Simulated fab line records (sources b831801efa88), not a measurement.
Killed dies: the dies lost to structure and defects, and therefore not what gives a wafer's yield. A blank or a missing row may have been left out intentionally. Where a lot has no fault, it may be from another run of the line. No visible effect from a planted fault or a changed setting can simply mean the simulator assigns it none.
A lot that was struck, set against a sound lot + flow sky130 + 43 steps out of a route of 708
Sound: wafers L240.4, L240.5, L240.6. Wafers struck: L251.1, L251.4, L251.5. At the end, the cause is stated.
For every step that has rows: the tool of each side, followed by ch and its chambers, followed by its first start. Under that, the readings that differ: sound wafers + struck wafers + difference of the means + sigmas: that difference in standard deviations of wafers without a fault.
alike: readings whose means differ by less than 2 such deviations, and words and numbers that are the same on both sides. not compared: withheld readings, readings that some wafer has no value for, bounds like >300 that may hide the same value, and numbers for which the record gives no deviation and whose values overlap.
Wherever a step has rows on one side only, a row that says differs or no value, or a row with sigmas, the two part there. Numbers that have no deviation but don't overlap get no sigmas and don't part them. A reading missing from all wafers of one side parts the sides only when that side holds two or more wafers.

first, 3 steps without rows for these wafers: SKY_FIELD_ISO_EXPOSE_10 (exposes mask FOM, target cd 150 nm); SKY_FIELD_ISO_PEB_11; SKY_FIELD_ISO_DEVELOP_12 (develop time 60 s).
SKY_FIELD_ISO_CD_MEAS_13 targets a cd of 150 nm.
  sound on cd_sem-01 at day 2 16:11; struck on cd_sem-01 at day 5 00:45
  alike: cd_nm
then, 1 step without rows for these wafers: SKY_FIELD_ISO_ETCH_14 (etches BARC in N2/H2, stops on SiO2, time 45.9 s, target depth 60 nm).
SKY_FIELD_ISO_ETCH_15: etches the open film in CHF3/O2, stops on Si, target depth 180 nm, time 72 s.
  sound on rie_diel-01 ch 0,1,3, day 2 16:17; struck on rie_diel-01 ch 0,1,2, day 5 00:55
  alike: drypump_motor_current_A, oes_product_au, throttle_valve_pct
  not compared: rf_hours_counter_h
SKY_FIELD_ISO_STRIP_16: strips in O2/N2.
  sound on plasma_asher-01 ch 0,1, day 2 16:22; struck on plasma_asher-04 ch 0,1, day 5 00:58
  alike: drypump_motor_current_A, o2_flow_sccm, oes_product_au, strip_time_to_endpoint_s
  not compared: rf_hours_counter_h
SKY_FIELD_ISO_ETCH_17: etches Si in HBr/Cl2/O2, target depth 342 nm, time 97.7 s.
  sound on rie_si-02 ch 0,2,3, day 2 16:28; struck on rie_si-01 ch 0,3, day 5 01:04
  alike: HBr_flow_sccm, drypump_motor_current_A, he_backside_leak_sccm, oes_product_au, throttle_valve_pct
  not compared: rf_hours_counter_h
then, 4 steps without rows for these wafers: SKY_FIELD_ISO_WET_ETCH_18 (etches Si3N4 in H3PO4, target depth 25 nm, time 286 s); SKY_FIELD_ISO_CLEAN_19 (cleans in SC1/SC2, time 150 s); SKY_FIELD_ISO_CLEAN_20 (cleans in dHF, time 20 s); SKY_FIELD_ISO_WET_ETCH_21 (etches SiO2 in dHF, target depth 20 nm, time 400 s).
SKY_FIELD_ISO_OXIDATION_22: stabilise 600 s, purge 300 s, target thk 10 nm.
  sound on furnace-02 ch 0, day 2 18:37; struck on furnace-01 ch 0, day 5 02:41
  alike: spike_tc_upper_C
SKY_FIELD_ISO_THK_MEAS_23:
  sound on film_metro-04 at day 2 19:49; struck on film_metro-02 at day 5 03:51
  alike: FIELD_ISO_OXIDATION_01_THK
then, 1 step without rows for these wafers: SKY_FIELD_ISO_CVD_24 (deposits SiO2, target thk 595 nm, time 99.2 s).
SKY_FIELD_ISO_THK_MEAS_25:
  sound on film_metro-02 at day 2 19:56; struck on film_metro-02 at day 5 03:59
  alike: FIELD_ISO_CVD_24_THK
then, 1 step without rows for these wafers: SKY_FIELD_ISO_ANNEAL_26 (time 1800 s).
SKY_FIELD_ISO_CMP_27: polishes, stops on Si3N4, t overpolish 16 s, target thk 457.8 nm.
  sound on cmp-02 ch 0,1,2, day 2 23:00; struck on cmp-02 ch 0,3, day 5 05:33
  alike: head_pressure_psi, motor_current_A, overpolish_run_s, time_to_endpoint_s
then, 5 steps without rows for these wafers: SKY_FIELD_ISO_WET_ETCH_28 (etches SiO2 in dHF, target depth 23.7 nm, time 47 s); SKY_FIELD_ISO_WET_ETCH_29 (etches Si3N4 in H3PO4, target depth 160 nm, time 1825 s); SKY_FIELD_ISO_WET_ETCH_30 (etches SiO2 in dHF, target depth 25 nm, time 50 s); SKY_NWELL_CLEAN_00 (cleans in SC1/SC2, time 150 s); SKY_NWELL_OXIDATION_01 (stabilise 600 s, purge 300 s, target thk 10 nm).
SKY_NWELL_THK_MEAS_02:
  sound on film_metro-02 at day 3 03:00; struck on film_metro-01 at day 5 08:21
  alike: NWELL_OXIDATION_THK
then, 8 steps without rows for these wafers: SKY_DNWELL_DEHYDRATE_00 (time 60 s); SKY_DNWELL_HMDS_01 (prime time 60 s); SKY_DNWELL_COAT_02 (resist thk 3000 nm); SKY_DNWELL_SOFTBAKE_03; SKY_DNWELL_EXPOSE_04 (exposes mask DNM, target cd 3000 nm); SKY_DNWELL_PEB_05; SKY_DNWELL_DEVELOP_06 (develop time 60 s); SKY_DNWELL_IMPLANT_07.
SKY_DNWELL_STRIP_08: strips in O2/N2.
  sound on plasma_asher-01 ch 0,1, day 3 18:44; struck on plasma_asher-01 ch 1, day 6 02:50
  alike: drypump_motor_current_A, o2_flow_sccm, oes_product_au, strip_time_to_endpoint_s
  not compared: rf_hours_counter_h
SKY_DNWELL_TW_MEAS_09:
  sound on film_metro-02 at day 3 18:50; struck on film_metro-01 at day 6 02:56
  alike: DNWELL_TW
then, 7 steps without rows for these wafers: SKY_PWDE_DEHYDRATE_00 (time 60 s); SKY_PWDE_HMDS_01 (prime time 60 s); SKY_PWDE_COAT_02 (resist thk 3000 nm); SKY_PWDE_SOFTBAKE_03; SKY_PWDE_EXPOSE_04 (exposes mask PWDEM, target cd 840 nm); SKY_PWDE_PEB_05; SKY_PWDE_DEVELOP_06 (develop time 60 s).
SKY_PWDE_OVL_MEAS_07:
  sound on overlay-01 at day 4 11:47; struck on overlay-02 at day 6 21:34
  alike: PWDE_OVL
-- the record jumps here: 42 days lie between the struck wafers' starts before and after (it left off in module PWDE and takes up again in module PAD_OPEN, whose first step shown is number 708 of the route) --
SKY_PAD_OPEN_PROBE_99:
  sound on prober-02 at day 46 17:10; struck on prober-01 at day 49 02:20
| reading                                         | sound                | struck               | difference | sigmas |
|-------------------------------------------------|----------------------|----------------------|------------|--------|
| model.etest.diode_dnwell_sub.leak_log10_a_cm2   | -7.42 -7.33 -7.389   | -6.756 -6.866 -7.05  | +0.489     |        |
| model.etest.diode_pwell_dnwell.leak_log10_a_cm2 | -7.681 -7.551 -7.442 | -7.116 -7.112 -7.129 | +0.439     |        |
  alike: killed_at_M0_to_M3, killed_at_M4_up, killed_at_contacts, killed_at_front_end, killed_at_other, killed_dies, killed_open, killed_short
  not compared: model.etest.diode_nwell_sub.leak_log10_a_cm2, model.etest.nfet_16v.off_log10_a_um

== WHERE THEY PART ==
Nowhere in this record.

WHY: what had been put in by the simulator
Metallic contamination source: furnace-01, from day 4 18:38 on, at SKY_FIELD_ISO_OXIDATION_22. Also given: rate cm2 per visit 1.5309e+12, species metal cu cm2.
